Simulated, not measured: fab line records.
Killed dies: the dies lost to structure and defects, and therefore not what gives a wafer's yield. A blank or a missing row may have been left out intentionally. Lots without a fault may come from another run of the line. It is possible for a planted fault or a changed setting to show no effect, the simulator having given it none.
Chamber matching | flow gf180mcu | GF_PASSIVATION_CVD_00 on pecvd-04 has 3 sister chambers
The step deposits SiO2 from TEOS, target thk 1000 nm, time 111.95 s. 14 wafers are shown with their chamber, then 7 later ones without.

== WAFERS, EACH WITH ITS CHAMBER ==
wafer  | chamber | heater-power-w (W) | heater-power-outer-w (W)
L573.1 | 1       | 708                | 393
L573.2 | 0       | 641                | 363
L573.6 | 2       | 778                | 443
L576.1 | 0       | 600                | 325
L576.4 | 2       | 623                | 330
L576.6 | 1       | 762                | 393
L579.2 | 1       | 694                | 380
L579.4 | 1       | 745                | 404
L579.5 | 2       | 751                | 425
L583.2 | 1       | 650                | 347
L583.5 | 2       | 622                | 336
L583.6 | 1       | 697                | 378
L592.1 | 2       | 754                | 438
L592.3 | 1       | 678                | 355

SIGNATURES, as means of the wafers listed above
reading              | chamber 0 | chamber 1 | chamber 2 | scatter within a chamber
heater-power-w       | 620.50    | 704.86    | 705.60    | 54.9
heater-power-outer-w | 344.00    | 378.57    | 394.40    | 38.3
Rule: a wafer lies at a distance from a chamber equal to the root of the sum of squares, over the readings, of (its reading less the chamber's mean, divided by the reading's scatter). If the next closest chamber is less than 2 further off than the closest, the wafer can't be placed; otherwise it belongs to the closest. The scatter: the root of (the sum of the squares of (reading less its chamber's mean) over the shown wafers, divided by (wafers less chambers)).

== WAFERS WHOSE CHAMBER IS MISSING ==
wafer  | heater-power-w (W) | heater-power-outer-w (W)
L592.5 | 603                | 343
L593.1 | 650                | 332
L593.2 | 772                | 454
L593.3 | 642                | 369
L595.2 | 746                | 438
L595.4 | 732                | 397
L595.5 | 620                | 337

== CHAMBER TAKEN BY EACH ==
wafer  | from the rows above          | in truth
L592.5 | can't be placed: 0 or 1 or 2 | 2
L593.1 | can't be placed: 0 or 1 or 2 | 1
L593.2 | can't be placed: 2 or 1      | 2
L593.3 | can't be placed: 0 or 1 or 2 | 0
L595.2 | can't be placed: 2 or 1      | 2
L595.4 | can't be placed: 2 or 1 or 0 | 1
L595.5 | can't be placed: 0 or 1 or 2 | 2
Placed correctly: 0 of 7. These rows do not allow placing 7 (true chamber among the candidates in 7). Number placed wrongly: 0.
